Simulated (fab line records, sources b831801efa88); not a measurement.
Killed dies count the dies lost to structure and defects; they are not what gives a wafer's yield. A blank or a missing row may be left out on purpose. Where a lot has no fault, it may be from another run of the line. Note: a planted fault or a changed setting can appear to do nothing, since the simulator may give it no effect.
Chamber matching | flow sky130 | 4 sister chambers for SKY_FIELD_ISO_CMP_27 on cmp-01
The step polishes, stops on Si3N4, t overpolish 16 s, target thk 457.8 nm. 20 wafers are shown with their chamber, then 10 later ones without.

## WAFERS PAIRED WITH THEIR CHAMBERS
wafer  | chamber | motor-current-A (A) | time-to-endpoint-s (s) | slurry-flow-ml-min
L277.1 | 0       | 13.7                | 101                    | 150.1
L277.3 | 2       | 11.5                | 106                    | 150.0
L277.4 | 3       | 13.1                | 111                    | 149.9
L278.1 | 0       | 13.5                | 107                    | 149.6
L278.5 | 2       | 11.3                | 108                    | 150.8
L278.6 | 1       | 13.1                | 121                    | 150.0
L279.1 | 2       | 11.0                | 100                    | 150.1
L279.3 | 0       | 13.5                | 100                    | 150.2
L279.5 | 3       | 13.4                | 104                    | 151.0
L281.2 | 2       | 11.4                | 109                    | 150.0
L281.5 | 3       | 13.9                | 103                    | 150.0
L281.6 | 0       | 14.7                | 102                    | 149.9
L284.2 | 3       | 12.6                | 115                    | 150.5
L284.5 | 2       | 11.1                | 116                    | 149.2
L284.6 | 3       | 12.8                | 112                    | 150.2
L287.4 | 3       | 12.9                | 109                    | 149.9
L287.5 | 1       | 13.8                | 118                    | 149.7
L287.6 | 2       | 11.1                | 115                    | 150.0
L289.1 | 0       | 13.6                | 103                    | 150.6
L289.2 | 3       | 13.5                | 108                    | 149.8

SIGNATURES, as means of the wafers listed above
reading            | chamber 0 | chamber 1 | chamber 2 | chamber 3 | scatter within a chamber
motor-current-A    | 13.800    | 13.450    | 11.233    | 13.171    | 0.412
time-to-endpoint-s | 102.60    | 119.50    | 109.00    | 108.86    | 4.48
slurry-flow-ml-min | 150.080   | 149.850   | 150.017   | 150.186   | 0.432
Rule: a wafer's distance from a chamber is the root of the sum, over the readings, of the square of ((its reading less the chamber's mean) divided by the reading's scatter). The wafer belongs to the nearest chamber; if the next one is less than 2 further off, it can't be placed. The scatter is the square root of a quotient: the sum, over the shown wafers, of each reading's squared deviation from its chamber's mean, divided by wafers minus chambers.

## WAFERS WHOSE CHAMBER IS MISSING
wafer  | motor-current-A (A) | time-to-endpoint-s (s) | slurry-flow-ml-min
L289.3 | 13.4                | 114                    | 150.6
L291.1 | 13.0                | 110                    | 150.2
L291.2 | 10.9                | 108                    | 150.7
L291.4 | 14.9                | 104                    | 148.5
L292.2 | 14.1                | 116                    | 150.0
L292.3 | 13.6                | 110                    | 150.0
L292.6 | 13.6                | 102                    | 150.2
L295.3 | 14.2                | 119                    | 149.5
L295.4 | 12.9                | 101                    | 149.7
L295.5 | 12.8                | 109                    | 150.0

## CHAMBER TAKEN BY EACH
wafer  | from the rows above          | in truth
L289.3 | can't be placed: 3 or 1 or 0 | 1
L291.1 | 3                            | 3
L291.2 | 2                            | 2
L291.4 | can't be placed: 0 or 3 or 1 | 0
L292.2 | can't be placed: 1 or 3 or 0 | 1
L292.3 | can't be placed: 3 or 0 or 1 | 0
L292.6 | can't be placed: 0 or 3      | 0
L295.3 | can't be placed: 1 or 3      | 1
L295.4 | can't be placed: 3 or 0      | 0
L295.5 | can't be placed: 3 or 0 or 1 | 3
Correctly placed: 2 of 10. Unplaceable from these rows: 8, with the true chamber sitting among the candidates in 8. Wrongly placed: 0.
